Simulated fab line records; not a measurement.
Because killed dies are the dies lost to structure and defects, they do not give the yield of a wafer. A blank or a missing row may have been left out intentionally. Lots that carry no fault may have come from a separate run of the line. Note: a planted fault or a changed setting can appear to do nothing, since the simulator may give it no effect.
Chamber matching | flow sky130 | cmp-02 running SKY_VIA2_CMP_24: 4 sister chambers
The step polishes, stops on SiO2, t overpolish 20 s, target thk 0 nm. 8 wafers are shown with their chamber, then 11 later ones without.

== WAFERS, EACH WITH ITS CHAMBER ==
wafer  | chamber | time_to_endpoint_s (s) | slurry_flow_ml_min
L083.5 | 2       | 103                    | 150.7
L087.2 | 1       | 103                    | 149.5
L087.6 | 3       | 102                    | 149.6
L089.3 | 1       | 102                    | 149.4
L090.2 | 0       | 104                    | 149.5
L090.3 | 2       | 102                    | 150.2
L090.5 | 3       | 105                    | 150.2
L091.1 | 0       | 106                    | 150.9

== WAFERS MISSING THEIR CHAMBER ==
wafer  | time_to_endpoint_s (s) | slurry_flow_ml_min
L091.4 | 104                    | 149.9
L091.5 | 102                    | 149.6
L092.2 | 108                    | 149.4
L092.5 | 110                    | 150.2
L092.6 | 108                    | 150.0
L093.1 | 108                    | 149.4
L093.2 | 104                    | 149.9
L093.4 | 106                    | 150.2
L096.1 | 105                    | 150.2
L096.2 | 104                    | 150.8
L096.4 | 104                    | 150.5

== WHICH CHAMBER EACH WENT THROUGH ==
wafer  | from the rows above               | in truth
L091.4 | can't be placed: 3 or 0 or 1 or 2 | 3
L091.5 | can't be placed: 1 or 3 or 2 or 0 | 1
L092.2 | can't be placed: 0 or 3 or 1 or 2 | 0
L092.5 | can't be placed: 0 or 3 or 2 or 1 | 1
L092.6 | can't be placed: 0 or 3 or 2 or 1 | 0
L093.1 | can't be placed: 0 or 3 or 1 or 2 | 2
L093.2 | can't be placed: 3 or 0 or 1 or 2 | 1
L093.4 | can't be placed: 0 or 3 or 2      | 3
L096.1 | can't be placed: 0 or 3 or 2      | 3
L096.2 | can't be placed: 2 or 0 or 3 or 1 | 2
L096.4 | can't be placed: 0 or 2 or 3 or 1 | 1
Placed correctly: 0 of 11. Unplaceable from these rows: 11, with the true chamber sitting among the candidates in 11. Placed wrongly: 0.
How it was worked out, from the rows above alone: a wafer's distance from a chamber is the root of the sum, over the readings, of the square of ((its reading less the chamber's mean) divided by the reading's scatter). The wafer belongs to the nearest chamber; if the next one is less than 2 further off, it can't be placed. Each chamber's mean is taken over the wafers shown for it. How the scatter is found: for the shown wafers, subtract from each reading the mean of its chamber, square and add these, divide the total by (wafers less chambers), then take the root.
